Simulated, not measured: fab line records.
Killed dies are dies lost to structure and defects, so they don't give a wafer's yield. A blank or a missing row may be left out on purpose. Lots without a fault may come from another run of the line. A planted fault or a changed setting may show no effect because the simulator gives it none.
Check for tools in common | flow sky130 | 33 wafers sampled across 11 lots

REASON IT WAS OPENED
SKY_GATE_OXIDE_THK_MEAS_02, reading GATE_OXIDE_OXIDATION_00_THK: flagged on 2 of 11 lots. Fault-free wafers read 10.28 nm, with a standard deviation of 0.19.
Rule: flag the lot when none of its wafers has a number, or when each of its wafers that has one lies beyond 4 standard deviations from that mean. All remaining lots are regarded as sound.

lot  | measured     | on           | GATE_OXIDE_OXIDATION_00_THK (nm), wafer by wafer | flag
L319 | day 12 11:22 | filmMetro-02 | 10.29 10.46 10.57                                | 
L320 | day 12 21:54 | filmMetro-02 | 10.05 10.09 9.81                                 | 
L321 | day 13 07:43 | filmMetro-01 | 9.99 10.11 10.04                                 | 
L323 | day 13 22:37 | filmMetro-03 | 10.14 10.06 10.22                                | 
L324 | day 14 06:31 | filmMetro-02 | 10.06 9.83 10.08                                 | 
L325 | day 14 16:58 | filmMetro-03 | 10.28 10.13 10.27                                | 
L326 | day 15 06:08 | filmMetro-03 | 10.40 10.25 10.23                                | 
L331 | day 17 03:08 | filmMetro-01 | 10.25 10.27 10.28                                | 
L333 | day 18 13:59 | filmMetro-03 | 4.08 4.02 3.92                                   | FLAGGED
L336 | day 18 15:28 | filmMetro-03 | 3.93 3.80 3.73                                   | FLAGGED
L340 | day 19 12:16 | filmMetro-03 | 9.92 10.09 10.17                                 | 
On average the flagged lots' numbers are 3.91 nm, which is -6.37 nm against the usual, or -34 standard deviations.

WHICH TOOL RAN EACH LOT
The record holds 2 process steps before the reading, out of a route of 708 steps. Every cell lists first the tool, next ch and the chambers used by the sampled wafers, and last the start.
lot  | flag    | SKY_FIELD_ISO_ETCH_14            | SKY_GATE_OXIDE_OXIDATION_01
L319 |         | rieDiel-02 ch 0,1, day 2 05:55   | furnace-02 ch 0, day 12 09:58
L320 |         | rieDiel-04 ch 0,1,2, day 2 09:19 | furnace-01 ch 0, day 12 20:29
L321 |         | rieDiel-01 ch 1,3, day 2 14:44   | furnace-01 ch 0, day 13 06:19
L323 |         | rieDiel-01 ch 0,1,2, day 3 01:46 | furnace-02 ch 0, day 13 21:12
L324 |         | rieDiel-02 ch 0,2,3, day 3 07:47 | furnace-01 ch 0, day 14 05:07
L325 |         | rieDiel-02 ch 0,1,2, day 3 13:01 | furnace-02 ch 0, day 14 15:32
L326 |         | rieDiel-01 ch 0,2, day 3 17:37   | furnace-01 ch 0, day 15 04:43
L331 |         | rieDiel-02 ch 1,2,3, day 4 19:43 | furnace-02 ch 0, day 17 01:43
L333 | FLAGGED | rieDiel-04 ch 0,2,3, day 5 12:11 | furnace-01 ch 0, day 18 12:34
L336 | FLAGGED | rieDiel-01 ch 2,3, day 5 21:47   | furnace-01 ch 0, day 18 13:59
L340 |         | rieDiel-01 ch 0,1,3, day 6 17:43 | furnace-02 ch 0, day 19 10:51
These steps, and what they do:
- SKY_FIELD_ISO_ETCH_14: etches BARC in N2/H2, stops on SiO2, time 45.9 s, target depth 60 nm.
- SKY_GATE_OXIDE_OXIDATION_01: stabilise 600 s, purge 300 s, target thk 10.268 nm.
- SKY_GATE_OXIDE_THK_MEAS_02

FLAGGED OVER TOTAL, TOOL BY TOOL (the gauges that took the reading come last)
step                        | tool         | lots run | flagged | share of the flagged lots | sound lots run after its first flagged lot
SKY_FIELD_ISO_ETCH_14       | rieDiel-01   | 5        | 1       | some                      | 1 (L340)
SKY_FIELD_ISO_ETCH_14       | rieDiel-02   | 4        | 0       | none                      | -
SKY_FIELD_ISO_ETCH_14       | rieDiel-04   | 2        | 1       | some                      | 0
SKY_GATE_OXIDE_OXIDATION_01 | furnace-01   | 6        | 2       | all                       | 0
SKY_GATE_OXIDE_OXIDATION_01 | furnace-02   | 5        | 0       | none                      | -
SKY_GATE_OXIDE_THK_MEAS_02  | filmMetro-01 | 2        | 0       | none                      | -
SKY_GATE_OXIDE_THK_MEAS_02  | filmMetro-02 | 3        | 0       | none                      | -
SKY_GATE_OXIDE_THK_MEAS_02  | filmMetro-03 | 6        | 2       | all                       | 1 (L340)

WHAT THE TABLE PERMITS
Table rows that saw every flagged lot: 2, namely furnace-01 at SKY_GATE_OXIDE_OXIDATION_01 and filmMetro-03 at SKY_GATE_OXIDE_THK_MEAS_02.
- furnace-01 at SKY_GATE_OXIDE_OXIDATION_01 ran 6 lots, 2 of them flagged. Last sound lot L326 at day 15 04:43, first flagged lot L333 at day 18 12:34; a fault beginning in between fits. Its own readings lie more than 4 standard deviations out on every wafer of the flagged lots: spikeTcBottomC, spikeTcCentreC, spikeTcLowerC, spikeTcTopC, spikeTcUpperC, tubeCenterTempC, tube_center_temp_C_max, zonePowerBottomPct, zonePowerCentrePct, zonePowerLowerPct, zonePowerUpperPct.
- filmMetro-03 at SKY_GATE_OXIDE_THK_MEAS_02 ran 6 lots, 2 of them flagged. Sound lots ran on it after the first flagged one (L340), which a lasting fault on the whole tool wouldn't allow.
One tool is left: furnace-01 at SKY_GATE_OXIDE_OXIDATION_01.

WHAT THE SIMULATOR HAD PUT IN
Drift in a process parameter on furnace-01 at SKY_GATE_OXIDE_OXIDATION_01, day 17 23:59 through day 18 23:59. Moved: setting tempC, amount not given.
Lots struck among those shown: L333, L336. The rule above reached the same finding.
